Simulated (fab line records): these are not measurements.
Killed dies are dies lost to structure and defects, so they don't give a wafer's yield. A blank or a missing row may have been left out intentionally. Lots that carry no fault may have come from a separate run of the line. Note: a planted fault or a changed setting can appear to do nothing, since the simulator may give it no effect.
What tool caused it? / flow gf180mcu / 13 lots with 38 wafers sampled at 5 steps, on a route of 602 steps

== WHAT THE GAUGES SHOWED, per wafer ==
Not one reading of a measure or inspect step in the record can be checked against a usual standard deviation.

== EACH LOT AND THE TOOL THAT RAN IT (in order: tool; ch and the chambers of the sampled wafers; start) ==
lot=L238; GF_M4_SPUTTER_00=pvd-sputter-04, day 23 00:10; GF_M4_SPUTTER_01=pvd-sputter-04, day 23 00:16; GF_V4_CVD_02=pecvd-02 ch 0,1,2, day 24 00:26; GF_V4_CMP_04=cmp-01 ch 2,3, day 24 00:37; GF_V4_ETCH_17=rie-diel-01 ch 0,2, no start
lot=L240; GF_M4_SPUTTER_00=pvd-sputter-02, day 23 17:01; GF_M4_SPUTTER_01=pvd-sputter-02, day 23 17:07; GF_V4_CVD_02=pecvd-01 ch 0,1, day 24 16:29; GF_V4_CMP_04=cmp-02 ch 0,1,3, day 24 16:43; GF_V4_ETCH_17=rie-diel-03 ch 1,2, no start
lot=L241; GF_M4_SPUTTER_00=pvd-sputter-04, day 23 20:42; GF_M4_SPUTTER_01=pvd-sputter-04, day 23 20:48; GF_V4_CVD_02=pecvd-03 ch 0,1, day 24 19:40; GF_V4_CMP_04=cmp-01 ch 0,3, day 24 19:47; GF_V4_ETCH_17=rie-diel-01 ch 0,1,3, no start
lot=L243; GF_M4_SPUTTER_00=pvd-sputter-02, day 24 02:30; GF_M4_SPUTTER_01=pvd-sputter-02, day 24 02:36; GF_V4_CVD_02=pecvd-01 ch 0,2, day 25 01:37; GF_V4_CMP_04=cmp-02 ch 1,3, day 25 01:47; GF_V4_ETCH_17=rie-diel-01 ch 0,2,3, no start
lot=L242; GF_M4_SPUTTER_00=pvd-sputter-01, day 24 07:13; GF_M4_SPUTTER_01=pvd-sputter-01, day 24 07:19; GF_V4_CVD_02=pecvd-01 ch 1,2, day 25 05:51; GF_V4_CMP_04=cmp-01 ch 0,1, day 25 05:59; GF_V4_ETCH_17=rie-diel-03 ch 1,3, no start
lot=L244; GF_M4_SPUTTER_00=pvd-sputter-04, day 24 17:28; GF_M4_SPUTTER_01=pvd-sputter-04, day 24 17:34; GF_V4_CVD_02=pecvd-02 ch 0,2, day 25 16:04; GF_V4_CMP_04=cmp-02 ch 2,3, day 25 16:11; GF_V4_ETCH_17=rie-diel-03 ch 0,3, no start
lot=L246; GF_M4_SPUTTER_00=pvd-sputter-02, day 25 07:37; GF_M4_SPUTTER_01=pvd-sputter-02, day 25 07:43; GF_V4_CVD_02=pecvd-01 ch 0,1, day 26 05:53; GF_V4_CMP_04=cmp-02 ch 0,1,3, day 26 06:06; GF_V4_ETCH_17=rie-diel-01 ch 0,1,3, no start
lot=L248; GF_M4_SPUTTER_00=pvd-sputter-04, day 26 02:43; GF_M4_SPUTTER_01=pvd-sputter-04, day 26 02:49; GF_V4_CVD_02=pecvd-03 ch 0,2, day 27 00:48; GF_V4_CMP_04=cmp-01 ch 0,1,3, day 27 00:56; GF_V4_ETCH_17=rie-diel-03 ch 1,2,3, no start
lot=L249; GF_M4_SPUTTER_00=pvd-sputter-02, day 26 11:07; GF_M4_SPUTTER_01=pvd-sputter-02, day 26 11:13; GF_V4_CVD_02=pecvd-01 ch 1,2, day 27 08:40; GF_V4_CMP_04=cmp-02 ch 0,2, day 27 08:52; GF_V4_ETCH_17=rie-diel-03 ch 1,2,3, no start
lot=L251; GF_M4_SPUTTER_00=pvd-sputter-02, day 26 23:48; GF_M4_SPUTTER_01=pvd-sputter-02, day 26 23:54; GF_V4_CVD_02=pecvd-02 ch 0,2, day 27 20:58; GF_V4_CMP_04=cmp-01 ch 0,1,2, day 27 21:12; GF_V4_ETCH_17=rie-diel-03 ch 0,2,3, no start
lot=L252; GF_M4_SPUTTER_00=pvd-sputter-01, day 27 04:49; GF_M4_SPUTTER_01=pvd-sputter-01, day 27 04:55; GF_V4_CVD_02=pecvd-03 ch 0,1,2, day 28 00:13; GF_V4_CMP_04=cmp-01 ch 2,3, day 28 00:25; GF_V4_ETCH_17=rie-diel-04 ch 1,2,3, no start
lot=L253; GF_M4_SPUTTER_00=pvd-sputter-01, day 27 18:28; GF_M4_SPUTTER_01=pvd-sputter-01, day 27 18:34; GF_V4_CVD_02=pecvd-03 ch 0,1, day 28 15:37; GF_V4_CMP_04=cmp-02 ch 1,2,3, day 28 15:54; GF_V4_ETCH_17=rie-diel-04 ch 1,2, no start
lot=L257; GF_M4_SPUTTER_00=pvd-sputter-02, day 28 18:58; GF_M4_SPUTTER_01=pvd-sputter-02, day 28 19:04; GF_V4_CVD_02=pecvd-03 ch 0,1, day 29 15:22; GF_V4_CMP_04=cmp-02 ch 2,3, day 29 15:29; GF_V4_ETCH_17=rie-diel-03 ch 2,3, no start
- GF_M4_SPUTTER_00: material Ti, target thk 37.5 nm, time 150 s.
- GF_M4_SPUTTER_01: material TiN, target thk 30 nm, time 25 s.
- GF_V4_CVD_02: deposits SiO2 from TEOS, target thk 850 nm, time 94.851 s.
- GF_V4_CMP_04: polishes SiO2.
- GF_V4_ETCH_17: etches SiO2 in C4F8/O2/Ar, stops on TiN, target depth 630 nm.

== WHAT THE TOOLS THEMSELVES READ (means of the sampled wafers that have a number; where no wafer has one, the mark that the record gives instead) ==
GF_M4_SPUTTER_00.
lot=L238; tool=pvd-sputter-04; throttle-valve-pct (%)=30.9
lot=L240; tool=pvd-sputter-02; throttle-valve-pct (%)=30.6
lot=L241; tool=pvd-sputter-04; throttle-valve-pct (%)=31.0
lot=L243; tool=pvd-sputter-02; throttle-valve-pct (%)=30.0
lot=L242; tool=pvd-sputter-01; throttle-valve-pct (%)=30.1
lot=L244; tool=pvd-sputter-04; throttle-valve-pct (%)=31.5
lot=L246; tool=pvd-sputter-02; throttle-valve-pct (%)=29.6
lot=L248; tool=pvd-sputter-04; throttle-valve-pct (%)=31.2
lot=L249; tool=pvd-sputter-02; throttle-valve-pct (%)=29.2
lot=L251; tool=pvd-sputter-02; throttle-valve-pct (%)=29.9
lot=L252; tool=pvd-sputter-01; throttle-valve-pct (%)=29.9
lot=L253; tool=pvd-sputter-01; throttle-valve-pct (%)=30.1
lot=L257; tool=pvd-sputter-02; throttle-valve-pct (%)=29.9

GF_M4_SPUTTER_01.
lot=L238; tool=pvd-sputter-04; throttle-valve-pct (%)=30.8
lot=L240; tool=pvd-sputter-02; throttle-valve-pct (%)=30.6
lot=L241; tool=pvd-sputter-04; throttle-valve-pct (%)=31.2
lot=L243; tool=pvd-sputter-02; throttle-valve-pct (%)=30.1
lot=L242; tool=pvd-sputter-01; throttle-valve-pct (%)=30.2
lot=L244; tool=pvd-sputter-04; throttle-valve-pct (%)=31.4
lot=L246; tool=pvd-sputter-02; throttle-valve-pct (%)=29.4
lot=L248; tool=pvd-sputter-04; throttle-valve-pct (%)=31.2
lot=L249; tool=pvd-sputter-02; throttle-valve-pct (%)=29.1
lot=L251; tool=pvd-sputter-02; throttle-valve-pct (%)=29.9
lot=L252; tool=pvd-sputter-01; throttle-valve-pct (%)=29.9
lot=L253; tool=pvd-sputter-01; throttle-valve-pct (%)=29.8
lot=L257; tool=pvd-sputter-02; throttle-valve-pct (%)=29.6

GF_V4_CVD_02.
lot=L238; tool=pecvd-02; heater-power-w (W)=642
lot=L240; tool=pecvd-01; heater-power-w (W)=890
lot=L241; tool=pecvd-03; heater-power-w (W)=605
lot=L243; tool=pecvd-01; heater-power-w (W)=869
lot=L242; tool=pecvd-01; heater-power-w (W)=727
lot=L244; tool=pecvd-02; heater-power-w (W)=536
lot=L246; tool=pecvd-01; heater-power-w (W)=929
lot=L248; tool=pecvd-03; heater-power-w (W)=760
lot=L249; tool=pecvd-01; heater-power-w (W)=754
lot=L251; tool=pecvd-02; heater-power-w (W)=552
lot=L252; tool=pecvd-03; heater-power-w (W)=696
lot=L253; tool=pecvd-03; heater-power-w (W)=674
lot=L257; tool=pecvd-03; heater-power-w (W)=638

GF_V4_CMP_04.
lot=L238; tool=cmp-01; head-pressure-psi (psi)=3.990; motor-current-A (A)=11.5; time-to-endpoint-s (s)=78
lot=L240; tool=cmp-02; head-pressure-psi (psi)=3.993; motor-current-A (A)=12.0; time-to-endpoint-s (s)=96
lot=L241; tool=cmp-01; head-pressure-psi (psi)=3.996; motor-current-A (A)=10.5; time-to-endpoint-s (s)=80
lot=L243; tool=cmp-02; head-pressure-psi (psi)=3.995; motor-current-A (A)=11.6; time-to-endpoint-s (s)=93
lot=L242; tool=cmp-01; head-pressure-psi (psi)=4.005; motor-current-A (A)=11.3; time-to-endpoint-s (s)=80
lot=L244; tool=cmp-02; head-pressure-psi (psi)=3.996; motor-current-A (A)=12.4; time-to-endpoint-s (s)=82
lot=L246; tool=cmp-02; head-pressure-psi (psi)=4.009; motor-current-A (A)=11.7; time-to-endpoint-s (s)=86
lot=L248; tool=cmp-01; head-pressure-psi (psi)=4.006; motor-current-A (A)=11.4; time-to-endpoint-s (s)=77
lot=L249; tool=cmp-02; head-pressure-psi (psi)=3.997; motor-current-A (A)=12.8; time-to-endpoint-s (s)=83
lot=L251; tool=cmp-01; head-pressure-psi (psi)=3.999; motor-current-A (A)=11.9; time-to-endpoint-s (s)=75
lot=L252; tool=cmp-01; head-pressure-psi (psi)=4.007; motor-current-A (A)=10.9; time-to-endpoint-s (s)=73
lot=L253; tool=cmp-02; head-pressure-psi (psi)=3.999; motor-current-A (A)=11.4; time-to-endpoint-s (s)=82
lot=L257; tool=cmp-02; head-pressure-psi (psi)=3.999; motor-current-A (A)=12.1; time-to-endpoint-s (s)=18

GF_V4_ETCH_17.
lot=L238; tool=rie-diel-01; bias-w (W)=1202; oes-product-au (a.u.)=0.851
lot=L240; tool=rie-diel-03; bias-w (W)=1195; oes-product-au (a.u.)=0.857
lot=L241; tool=rie-diel-01; bias-w (W)=1199; oes-product-au (a.u.)=0.854
lot=L243; tool=rie-diel-01; bias-w (W)=1201; oes-product-au (a.u.)=0.856
lot=L242; tool=rie-diel-03; bias-w (W)=1201; oes-product-au (a.u.)=0.860
lot=L244; tool=rie-diel-03; bias-w (W)=1203; oes-product-au (a.u.)=0.854
lot=L246; tool=rie-diel-01; bias-w (W)=1202; oes-product-au (a.u.)=0.858
lot=L248; tool=rie-diel-03; bias-w (W)=1202; oes-product-au (a.u.)=0.857
lot=L249; tool=rie-diel-03; bias-w (W)=1198; oes-product-au (a.u.)=0.859
lot=L251; tool=rie-diel-03; bias-w (W)=1200; oes-product-au (a.u.)=0.859
lot=L252; tool=rie-diel-04; bias-w (W)=1199; oes-product-au (a.u.)=0.858
lot=L253; tool=rie-diel-04; bias-w (W)=1197; oes-product-au (a.u.)=0.855
lot=L257; tool=rie-diel-03; bias-w (W)=1197; oes-product-au (a.u.)=0.974

== THE ANSWER, worked out from the rows above alone ==
Rule: usual is defined by the lots themselves. The widest of any qualifying gaps counts: lots, ordered by their means at a reading, are off when they make up no more than a third of the lots, leave a main group of 4 or more, and stand apart from it by 3 or more times the standard deviation of that group's means. A main group whose means are all the same, to the digits that the tables above print for the reading, isn't used. A lot without any number at a reading at which 4 lots or more have one is off too. All remaining lots with rows at the step are treated as sound. Order of review: gauges by route order, followed by the tools' own readings, for which a lot's mean as printed above is used. At the first step where some lot is off, the reading lying furthest off is the one used; lots without a number count as furthest.
Off: L257 (GF_V4_CMP_04, time-to-endpoint-s). The main group has a mean of 82 s with a standard deviation of 6.5.
If a tool, at that step or one of the process steps before it, ran each lot that is off and ran no sound lot following the first of them, it fits. Can't be told from this: 3 tools fit, pvd-sputter-02 at GF_M4_SPUTTER_00 and GF_M4_SPUTTER_01, pecvd-03 at GF_V4_CVD_02, cmp-02 at GF_V4_CMP_04.

== WHAT THE SIMULATOR HAD PUT IN ==
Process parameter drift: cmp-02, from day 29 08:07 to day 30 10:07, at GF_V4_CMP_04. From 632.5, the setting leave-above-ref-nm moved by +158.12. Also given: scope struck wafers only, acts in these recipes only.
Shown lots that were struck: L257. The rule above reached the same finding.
